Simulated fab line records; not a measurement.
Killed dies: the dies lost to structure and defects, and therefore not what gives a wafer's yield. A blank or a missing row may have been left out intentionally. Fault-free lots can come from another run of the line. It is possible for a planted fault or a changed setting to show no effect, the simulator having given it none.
Matching of chambers ; flow gf180mcu ; cmp-02 running GF_V5_CMP_26: 4 sister chambers
The step polishes, stops on SiO2, t overpolish 15 s, target thk 0 nm. 18 wafers are shown with their chamber, then 9 later ones without.

WAFERS PAIRED WITH THEIR CHAMBERS
wafer;chamber;motor_current_A (A);time_to_endpoint_s (s);overpolish_run_s (s)
L081.1;1;12.2;85;14.977
L081.2;2;10.2;90;15.004
L081.4;0;9.0;82;14.995
L085.2;3;10.3;85;14.994
L085.3;0;9.1;82;14.999
L085.6;0;10.0;82;14.995
L087.1;0;8.8;82;15.007
L087.4;2;10.6;91;14.991
L087.5;1;12.3;86;15.002
L089.1;2;10.3;86;15.000
L089.2;3;10.8;80;14.996
L089.5;3;11.0;81;14.988
L090.2;0;9.8;81;15.014
L090.3;2;10.4;88;14.999
L090.6;0;9.7;83;15.005
L092.1;0;9.7;85;14.996
L092.2;3;10.8;87;15.013
L092.3;1;11.9;89;14.987

SIGNATURES (averages over the wafers above)
reading;chamber 0;chamber 1;chamber 2;chamber 3;scatter within a chamber
motor_current_A;9.443;12.133;10.375;10.725;0.352
time_to_endpoint_s;82.43;86.67;88.75;83.25;2.17
overpolish_run_s;15.00157;14.98867;14.99850;14.99775;0.00874
Rule: a wafer lies at a distance from a chamber equal to the root of the sum of squares, over the readings, of (its reading less the chamber's mean, divided by the reading's scatter). The wafer belongs to the nearest chamber; if the next one is less than 2 further off, it can't be placed. How the scatter is found: for the shown wafers, subtract from each reading the mean of its chamber, square and add these, divide the total by (wafers less chambers), then take the root.

WAFERS MISSING THEIR CHAMBER
wafer;motor_current_A (A);time_to_endpoint_s (s);overpolish_run_s (s)
L094.2;12.5;91;15.000
L094.4;10.4;88;15.006
L094.5;10.3;87;15.012
L095.2;10.7;86;14.990
L095.3;9.7;85;15.013
L095.4;10.5;88;15.002
L096.2;12.0;91;15.005
L096.3;10.5;94;14.998
L096.4;10.7;93;14.994

CHAMBER TAKEN BY EACH
wafer;from the rows above;in truth
L094.2;1;1
L094.4;can't be placed: 2 or 3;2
L094.5;can't be placed: 2 or 3 or 0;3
L095.2;can't be placed: 3 or 2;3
L095.3;can't be placed: 0 or 2 or 3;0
L095.4;can't be placed: 2 or 3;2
L096.2;1;1
L096.3;2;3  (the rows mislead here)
L096.4;2;2
Placed correctly: 3 of 9. These rows do not allow placing 5 (true chamber among the candidates in 5). Wrongly placed: 1.
